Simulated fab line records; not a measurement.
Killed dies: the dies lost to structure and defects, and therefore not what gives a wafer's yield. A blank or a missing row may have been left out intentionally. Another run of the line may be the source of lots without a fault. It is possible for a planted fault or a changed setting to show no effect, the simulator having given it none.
The tool behind it: which one? + flow sky130 + 45 wafers from 15 lots sampled at 6 of the route's 708 steps

== WHAT EACH GAUGE READ, for each wafer ==
SKY_GATE_OXIDE_TW_MEAS_14. Usual: GATE_OXIDE_TW gives 224.8 (standard deviation 1.7).
| lot  | measured     | on            | GATE_OXIDE_TW     | flag |
|------|--------------|---------------|-------------------|------|
| L944 | day 14 12:53 | film-metro-04 | 225.3 225.6 224.3 |      |
| L945 | day 14 20:52 | film-metro-03 | 225.2 225.7 223.6 |      |
| L946 | day 15 01:43 | film-metro-02 | 222.4 223.7 223.1 |      |
| L949 | day 16 10:05 | film-metro-03 | 225.6 224.0 224.8 |      |
| L950 | day 17 00:02 | film-metro-02 | 222.4 221.8 223.2 |      |
| L951 | day 17 03:40 | film-metro-02 | 225.0 223.5 222.4 |      |
| L957 | day 19 11:52 | film-metro-04 | 227.0 227.6 227.0 |      |
| L958 | day 19 19:58 | film-metro-04 | 226.6 226.7 227.4 |      |
| L959 | day 19 20:07 | film-metro-03 | 225.5 224.0 225.9 |      |
| L960 | day 20 12:01 | film-metro-02 | 223.8 224.1 224.3 |      |
| L961 | day 20 22:19 | film-metro-04 | 227.1 226.6 225.2 |      |
| L962 | day 20 22:28 | film-metro-03 | 225.7 224.6 225.9 |      |
| L963 | day 21 18:25 | film-metro-02 | 223.1 223.0 221.9 |      |
| L964 | day 22 10:37 | film-metro-02 | 223.3 221.7 222.9 |      |
| L965 | day 22 11:53 | film-metro-02 | 222.6 223.0 223.6 |      |

SKY_POLY_GATE_OVL_MEAS_14. Usual: POLY_GATE_OVL gives -3 nm (standard deviation 5.3).
| lot  | measured     | on         | POLY_GATE_OVL (nm) | flag |
|------|--------------|------------|--------------------|------|
| L944 | day 17 02:48 | overlay-01 | -6 -5 -7           |      |
| L945 | day 17 12:34 | overlay-01 | 3 7 -11            |      |
| L946 | day 17 16:20 | overlay-02 | 11 7 5             |      |
| L949 | day 19 06:59 | overlay-01 | -7 -9 -7           |      |
| L950 | day 19 23:15 | overlay-01 | -6 -10 2           |      |
| L951 | day 19 23:05 | overlay-02 | 0 1 -2             |      |
| L957 | day 22 05:06 | overlay-02 | 0 -2 2             |      |
| L958 | day 22 12:50 | overlay-02 | 8 -4 6             |      |
| L959 | day 22 14:26 | overlay-01 | 7 -6 4             |      |
| L960 | day 23 03:38 | overlay-02 | 4 -11 -4           |      |
| L961 | day 23 14:32 | overlay-02 | -1 -2 -9           |      |
| L962 | day 23 18:14 | overlay-01 | -8 4 -1            |      |
| L963 | day 24 11:14 | overlay-02 | -12 -11 -8         |      |
| L964 | day 25 03:26 | overlay-02 | -1 5 5             |      |
| L965 | day 25 04:59 | overlay-02 | -1 -1 -1           |      |

SKY_LDD_P_CD_MEAS_07: target cd 380 nm. Usual: 379.2 nm for cd-nm, sd 2.3.
| lot  | measured     | on        | cd-nm (nm)        | flag |
|------|--------------|-----------|-------------------|------|
| L944 | day 19 18:26 | cd-sem-02 | 378.5 376.4 376.5 |      |
| L945 | day 20 05:06 | cd-sem-01 | 380.6 378.3 381.0 |      |
| L946 | day 20 08:47 | cd-sem-02 | 375.5 375.5 375.1 |      |
| L949 | day 21 23:52 | cd-sem-01 | 382.5 383.3 384.2 |      |
| L950 | day 22 15:51 | cd-sem-02 | 376.3 376.8 375.9 |      |
| L951 | day 22 14:37 | cd-sem-01 | 381.2 380.9 381.7 |      |
| L957 | day 24 19:23 | cd-sem-02 | 381.2 382.9 382.9 |      |
| L958 | day 25 02:22 | cd-sem-01 | 379.1 377.2 376.3 |      |
| L959 | day 25 05:31 | cd-sem-01 | 381.3 382.5 379.7 |      |
| L960 | day 25 16:58 | cd-sem-02 | 379.9 379.2 380.1 |      |
| L961 | day 26 04:40 | cd-sem-01 | 379.0 379.2 377.6 |      |
| L962 | day 26 08:22 | cd-sem-01 | 380.4 380.1 382.3 |      |
| L963 | day 26 23:53 | cd-sem-01 | 377.6 377.8 376.8 |      |
| L964 | day 27 16:34 | cd-sem-02 | 381.9 380.7 378.2 |      |
| L965 | day 27 17:49 | cd-sem-01 | 376.8 376.2 376.6 |      |

SKY_LDD_P_TW_MEAS_11. Usual: LDD_P_TW gives 639 (standard deviation 6).
| lot  | measured     | on            | LDD_P_TW    | flag |
|------|--------------|---------------|-------------|------|
| L944 | day 19 18:50 | film-metro-03 | 643 640 638 |      |
| L945 | day 20 05:30 | film-metro-02 | 635 636 634 |      |
| L946 | day 20 09:11 | film-metro-04 | 643 640 642 |      |
| L949 | day 22 00:17 | film-metro-04 | 30 30 30    | OFF  |
| L950 | day 22 16:15 | film-metro-04 | 30 30 30    | OFF  |
| L951 | day 22 15:02 | film-metro-04 | 30 30 30    | OFF  |
| L957 | day 24 19:47 | film-metro-02 | 627 628 629 |      |
| L958 | day 25 02:47 | film-metro-03 | 641 643 642 |      |
| L959 | day 25 05:56 | film-metro-04 | 643 645 647 |      |
| L960 | day 25 17:23 | film-metro-03 | 642 643 643 |      |
| L961 | day 26 05:05 | film-metro-03 | 642 641 644 |      |
| L962 | day 26 08:47 | film-metro-02 | 629 634 629 |      |
| L963 | day 27 00:17 | film-metro-03 | 647 646 651 |      |
| L964 | day 27 16:59 | film-metro-03 | 649 650 651 |      |
| L965 | day 27 18:12 | film-metro-03 | 649 650 647 |      |

== TOOL THAT RAN EACH LOT (tool first, then ch and the chambers of the sampled wafers, then the start) ==
| lot  | SKY_LDD_N_STRIP_16                   | SKY_LDD_P_STRIP_10                   |
|------|--------------------------------------|--------------------------------------|
| L944 | plasma-asher-03 ch 0,1, day 18 12:06 | plasma-asher-02 ch 0,1, day 19 18:44 |
| L945 | plasma-asher-01 ch 0,1, day 18 22:58 | plasma-asher-03 ch 0, day 20 05:23   |
| L946 | plasma-asher-04 ch 0,1, day 19 02:07 | plasma-asher-04 ch 1, day 20 09:05   |
| L949 | plasma-asher-04 ch 0,1, day 20 17:22 | plasma-asher-02 ch 0,1, day 22 00:11 |
| L950 | plasma-asher-01 ch 0,1, day 21 09:31 | plasma-asher-03 ch 0,1, day 22 16:08 |
| L951 | plasma-asher-04 ch 0,1, day 21 08:40 | plasma-asher-03 ch 0,1, day 22 14:56 |
| L957 | plasma-asher-03 ch 0,1, day 23 13:25 | plasma-asher-04 ch 0,1, day 24 19:41 |
| L958 | plasma-asher-04 ch 0,1, day 23 21:16 | plasma-asher-04 ch 0,1, day 25 02:41 |
| L959 | plasma-asher-03 ch 0,1, day 23 23:45 | plasma-asher-04 ch 0,1, day 25 05:50 |
| L960 | plasma-asher-01 ch 0,1, day 24 11:55 | plasma-asher-03 ch 1, day 25 17:17   |
| L961 | plasma-asher-04 ch 0,1, day 24 23:25 | plasma-asher-02 ch 0,1, day 26 04:59 |
| L962 | plasma-asher-04 ch 0,1, day 25 03:09 | plasma-asher-03 ch 0,1, day 26 08:41 |
| L963 | plasma-asher-01 ch 0,1, day 25 18:58 | plasma-asher-03 ch 0,1, day 27 00:11 |
| L964 | plasma-asher-04 ch 0,1, day 26 11:55 | plasma-asher-04 ch 0, day 27 16:53   |
| L965 | plasma-asher-01 ch 0,1, day 26 13:08 | plasma-asher-03 ch 0,1, day 27 18:07 |
- SKY_LDD_N_STRIP_16: strips in O2/N2.
- SKY_LDD_P_STRIP_10: strips in O2/N2.

== AS READ BY THE TOOLS THEMSELVES (means over the sampled wafers that have a number; for cases with no such wafer, the mark the record gives instead) ==
SKY_LDD_N_STRIP_16. Usual: chamber-pressure-mTorr 1500.1 mTorr, standard deviation 1.4; drypump-motor-current-A 5.9 A, standard deviation 0.44; oes-product-au 0.406 a.u., standard deviation 0.0042; strip-time-to-endpoint-s 4.314 s, standard deviation 0.014.
| lot  | tool            | chamber-pressure-mTorr (mTorr) | drypump-motor-current-A (A) | oes-product-au (a.u.) | strip-time-to-endpoint-s (s) | flag |
|------|-----------------|--------------------------------|-----------------------------|-----------------------|------------------------------|------|
| L944 | plasma-asher-03 | 1499.9                         | 6.3                         | 0.409                 | 4.318                        |      |
| L945 | plasma-asher-01 | 1501.1                         | 5.2                         | 0.406                 | 4.301                        |      |
| L946 | plasma-asher-04 | 1500.1                         | 6.1                         | 0.408                 | 4.329                        |      |
| L949 | plasma-asher-04 | -                              | -                           | -                     | -                            | OFF  |
| L950 | plasma-asher-01 | -                              | -                           | -                     | -                            | OFF  |
| L951 | plasma-asher-04 | -                              | -                           | -                     | -                            | OFF  |
| L957 | plasma-asher-03 | 1500.5                         | 6.3                         | 0.403                 | 4.317                        |      |
| L958 | plasma-asher-04 | 1500.5                         | 6.1                         | 0.405                 | 4.311                        |      |
| L959 | plasma-asher-03 | 1501.3                         | 6.3                         | 0.405                 | 4.304                        |      |
| L960 | plasma-asher-01 | 1500.8                         | 5.2                         | 0.403                 | 4.307                        |      |
| L961 | plasma-asher-04 | 1500.5                         | 6.0                         | 0.406                 | 4.315                        |      |
| L962 | plasma-asher-04 | 1502.1                         | 6.1                         | 0.406                 | 4.325                        |      |
| L963 | plasma-asher-01 | 1499.2                         | 5.2                         | 0.405                 | 4.336                        |      |
| L964 | plasma-asher-04 | 1499.9                         | 6.1                         | 0.408                 | 4.317                        |      |
| L965 | plasma-asher-01 | 1498.7                         | 5.2                         | 0.407                 | 4.308                        |      |

SKY_LDD_P_STRIP_10. Usual: chamber-pressure-mTorr 1499.9 mTorr, standard deviation 1.3; drypump-motor-current-A 6.0 A, standard deviation 0.33; oes-product-au 0.716 a.u., standard deviation 0.005; strip-time-to-endpoint-s 14.16 s, standard deviation 0.041.
| lot  | tool            | chamber-pressure-mTorr (mTorr) | drypump-motor-current-A (A) | oes-product-au (a.u.) | strip-time-to-endpoint-s (s) | flag |
|------|-----------------|--------------------------------|-----------------------------|-----------------------|------------------------------|------|
| L944 | plasma-asher-02 | 1499.4                         | 5.5                         | 0.714                 | 14.20                        |      |
| L945 | plasma-asher-03 | 1501.8                         | 5.9                         | 0.714                 | 14.16                        |      |
| L946 | plasma-asher-04 | 1500.3                         | 6.0                         | 0.719                 | 14.21                        |      |
| L949 | plasma-asher-02 | 1500.2                         | 5.6                         | 0.721                 | 18.70                        | OFF  |
| L950 | plasma-asher-03 | 1500.1                         | 6.3                         | 0.718                 | 18.65                        | OFF  |
| L951 | plasma-asher-03 | 1500.1                         | 6.1                         | 0.716                 | 18.74                        | OFF  |
| L957 | plasma-asher-04 | 1500.1                         | 6.1                         | 0.718                 | 14.17                        |      |
| L958 | plasma-asher-04 | 1500.0                         | 6.1                         | 0.717                 | 14.20                        |      |
| L959 | plasma-asher-04 | 1500.0                         | 6.1                         | 0.716                 | 14.17                        |      |
| L960 | plasma-asher-03 | 1499.6                         | 6.5                         | 0.721                 | 14.15                        |      |
| L961 | plasma-asher-02 | 1498.8                         | 5.7                         | 0.718                 | 14.12                        |      |
| L962 | plasma-asher-03 | 1500.3                         | 6.1                         | 0.714                 | 14.19                        |      |
| L963 | plasma-asher-03 | 1501.3                         | 6.1                         | 0.714                 | 14.20                        |      |
| L964 | plasma-asher-04 | 1499.1                         | 6.0                         | 0.715                 | 14.12                        |      |
| L965 | plasma-asher-03 | 1499.6                         | 6.3                         | 0.718                 | 14.14                        |      |

== THE ANSWER, worked out from the rows above alone ==
Rule: lot off if the mean of its wafers having a number is beyond 3 standard deviations from the usual mean. A lot without any number at a reading at which 4 lots or more have one is off too. All remaining lots with rows at the step are treated as sound. The gauges are gone through in route order, then the tools' own readings, and for those a lot's mean is taken as printed above. The first step at which some lot is off is used, and at that step the reading that is off furthest; a lot without a number counts as furthest.
Off: L949, L950, L951, at SKY_LDD_P_TW_MEAS_11 (LDD_P_TW).
A tool fits if, at a process step before that reading, it ran every lot that is off, and no sound lot after the first of them. Not tried: the gauges at SKY_LDD_P_TW_MEAS_11; whatever is off there is also off at SKY_LDD_N_STRIP_16, on other tools, and gauge error can't account for it. None of those tried fits.

== WHAT THE SIMULATOR HAD INSERTED ==
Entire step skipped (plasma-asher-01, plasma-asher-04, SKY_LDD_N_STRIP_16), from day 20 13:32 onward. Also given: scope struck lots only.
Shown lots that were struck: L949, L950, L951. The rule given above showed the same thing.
